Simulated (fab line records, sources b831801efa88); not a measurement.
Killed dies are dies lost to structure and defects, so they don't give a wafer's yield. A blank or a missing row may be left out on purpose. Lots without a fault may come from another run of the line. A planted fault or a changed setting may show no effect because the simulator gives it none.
A struck lot beside a sound one | flow gf180mcu | 15 steps out of a route of 602
Sound: wafers L326.3, L326.5, L326.6. Struck: wafers L339.2, L339.3, L339.5. The cause comes at the end.
At each step with rows: each side's tool, then ch and its chambers, then its first start. Under that, the readings that differ: sound wafers | struck wafers | difference of the means | sigmas: that difference in standard deviations of wafers without a fault.
alike: readings whose means differ by less than 2 such deviations, and words and numbers that are the same on both sides. not compared: withheld readings, readings that some wafer has no value for, bounds like >300 that may hide the same value, and numbers for which the record gives no deviation and whose values overlap.
The two part at a step that has a row with sigmas, a row that says differs or no value, or rows on one side only. Numbers that don't overlap but have no deviation are shown without sigmas and don't part them. A reading that every wafer of one side lacks parts them only if that side has two wafers or more.

first, 9 steps without rows for these wafers: GF_MIM_STRIP_21 (strips in post etch residue remover, time 1200 s); GF_MIM_CLEAN_22 (cleans in DIW); GF_M5_DEHYDRATE_00 (time 60 s); GF_M5_HMDS_01 (prime time 60 s); GF_M5_COAT_02 (resist thk 1000 nm); GF_M5_SOFTBAKE_03 (time 60 s); GF_M5_EXPOSE_04 (exposes mask Metal5, target cd 280 nm); GF_M5_PEB_05 (peb time 90 s); GF_M5_DEVELOP_06 (develop time 60 s).
GF_M5_CD_MEAS_07: target cd 280 nm.
  sound on cd_sem-01, day 28 14:16; struck on cd_sem-01, day 31 16:38
  reading    | sound             | struck            | difference | sigmas
  cd_nm (nm) | 279.0 278.7 278.7 | 281.2 281.8 281.8 | +2.8       | +2
GF_M5_OVL_MEAS_08:
  sound on overlay-01, day 28 14:21; struck on overlay-02, day 31 16:44
  alike: M5_OVL
GF_M5_ETCH_09: etches Si3N4 in CF4/O2, target depth 52 nm, time 11.6 s.
  sound on rie_diel-02 ch 0,1, day 28 14:23; struck on rie_diel-01 ch 0,1,3, day 31 16:46
  alike: O2_flow_sccm, bias_w, drypump_motor_current_A, oes_product_au, throttle_valve_pct
  not compared: rf_hours_counter_h
GF_M5_METAL_ETCH_10: etches the open film in Cl2/BCl3, stops on SiO2, target depth 627.5 nm, time 104.6 s.
  sound on rie_metal-04 ch 0,1, day 28 14:26; struck on rie_metal-01 ch 0,1, day 31 16:47
  no value came back on the struck wafers for any of 5 readings (bcl3_flow_sccm (sccm), bias_w (W) and others); on the sound wafers bcl3_flow_sccm (sccm) reads 40.00 40.17 40.02
  reading                             | sound             | struck          | difference | sigmas
  model.KrF_of_M5_COAT_02.thk_nm (nm) | 688.3 704.8 685.7 | 948.9 948 949.3 | +255.8     |
  not compared: rf_hours_counter_h, model.M5.cd_nm
GF_M5_STRIP_11: strips in O2/N2.
  sound on plasma_asher-03 ch 0,1, day 28 14:33; struck on plasma_asher-04 ch 0,1, day 31 16:54
  reading                      | sound             | struck            | difference | sigmas
  oes_product_au (a.u.)        | 0.537 0.541 0.540 | 0.640 0.647 0.652 | +0.107     | +19
  strip_time_to_endpoint_s (s) | 7.43 7.59 7.41    | 9.93 9.93 9.96    | +2.46      | +38
  alike: drypump_motor_current_A, heater_power_w, platen_temp_c
  not compared: rf_hours_counter_h
then, 1 step without rows for these wafers: GF_M5_STRIP_12 (strips in post etch residue remover, time 1200 s).

WHERE THEY PART
First at GF_M5_CD_MEAS_07; last, within this record, at GF_M5_STRIP_11.

WHY: what the simulator had put in
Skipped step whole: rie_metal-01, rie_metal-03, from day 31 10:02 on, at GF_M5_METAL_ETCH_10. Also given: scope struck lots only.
